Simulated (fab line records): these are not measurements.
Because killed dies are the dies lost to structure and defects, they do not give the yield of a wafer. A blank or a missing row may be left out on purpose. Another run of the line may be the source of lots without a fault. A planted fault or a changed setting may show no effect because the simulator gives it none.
A lot that was struck, set against a sound lot -- flow gf180mcu -- 15 out of 602 route steps
Sound: wafers L825.3, L825.4, L825.5. Wafers L811.1, L811.2, L811.4 were the ones struck. The cause is given at the end.
Order at every step that has rows: each side's tool, ch and its chambers, its first start. Under that, the readings that differ: sound wafers -- struck wafers -- difference of the means -- sigmas: that difference in standard deviations of wafers without a fault.
alike: readings whose means differ by less than 2 such deviations, and words and numbers that are the same on both sides. not compared: withheld readings, readings that some wafer has no value for, bounds like >300 that may hide the same value, and numbers for which the record gives no deviation and whose values overlap.
Wherever a step has rows on one side only, a row that says differs or no value, or a row with sigmas, the two part there. When numbers do not overlap yet have no deviation, they are printed without sigmas and do not part them. Lack of a reading on every wafer of one side parts them only where that side has two or more wafers.

first, 6 steps without rows for these wafers: GF_HV_LDD_HMDS_40 (prime time 60 s); GF_HV_LDD_COAT_41 (resist thk 1000 nm); GF_HV_LDD_SOFTBAKE_42 (time 60 s); GF_HV_LDD_EXPOSE_43 (exposes mask Pplus HV AREA, target cd 400 nm); GF_HV_LDD_PEB_44; GF_HV_LDD_DEVELOP_45 (develop time 60 s).
GF_HV_LDD_CD_MEAS_46 targets a cd of 400 nm.
  struck on cd sem-02, day 15 00:43; sound on cd sem-01, day 19 19:25
  alike: cd nm
GF_HV_LDD_OVL_MEAS_47:
  struck on overlay-02, day 15 00:50; sound on overlay-02, day 19 19:31
  alike: HV_LDD_03_OVL
next, for these wafers, 1 step has no rows: GF_HV_LDD_IMPLANT_48.
GF_HV_LDD_STRIP_49: strips in O2/N2.
  sound on plasma asher-02 ch 0,1, day 19 19:43; struck on plasma asher-04 ch 0,1, day 15 01:01
  alike: drypump motor current A, heater power w, oes product au, strip time to endpoint s
  not compared: rf hours counter h
GF_HV_LDD_TW_MEAS_50:
  struck on film metro-04, day 15 01:07; sound on film metro-04, day 19 19:48
  alike: HV_LDD_4_TW
then, 1 step without rows for these wafers: GF_HV_LDD_CLEAN_51 (cleans in SC1/SC2, time 150 s).
GF_HV_LDD_RTA_52: time 10 s.
  sound on rtp anneal-02 ch 0, day 19 19:55; struck on rtp anneal-01, day 15 01:14
  no value came back on the struck wafers for anneal temp c max, chamber o2 ppm, lamp power pct (%), wafer_temp_C_max; on the sound wafers anneal temp c max reads 1005.4 1005.7 1006.4
GF_HV_LDD_RS_MEAS_53: a four-point-probe measurement.
  struck on film metro-01, day 15 01:17; sound on film metro-01, day 19 20:00
reading,sound,struck,difference,sigmas
HV_LDD_RS (ohm/sq),418.8 420.3 420.2,- - -,no value on the struck wafers,
then, 1 step without rows for these wafers: GF_HV_LDD_CVD_54 (deposits SiO2 from TEOS, target thk 10 nm, time 75 s).

== WHERE THEY PART ==
First at GF_HV_LDD_RTA_52; last, within this record, at GF_HV_LDD_RS_MEAS_53.

WHY: the cause the simulator had injected
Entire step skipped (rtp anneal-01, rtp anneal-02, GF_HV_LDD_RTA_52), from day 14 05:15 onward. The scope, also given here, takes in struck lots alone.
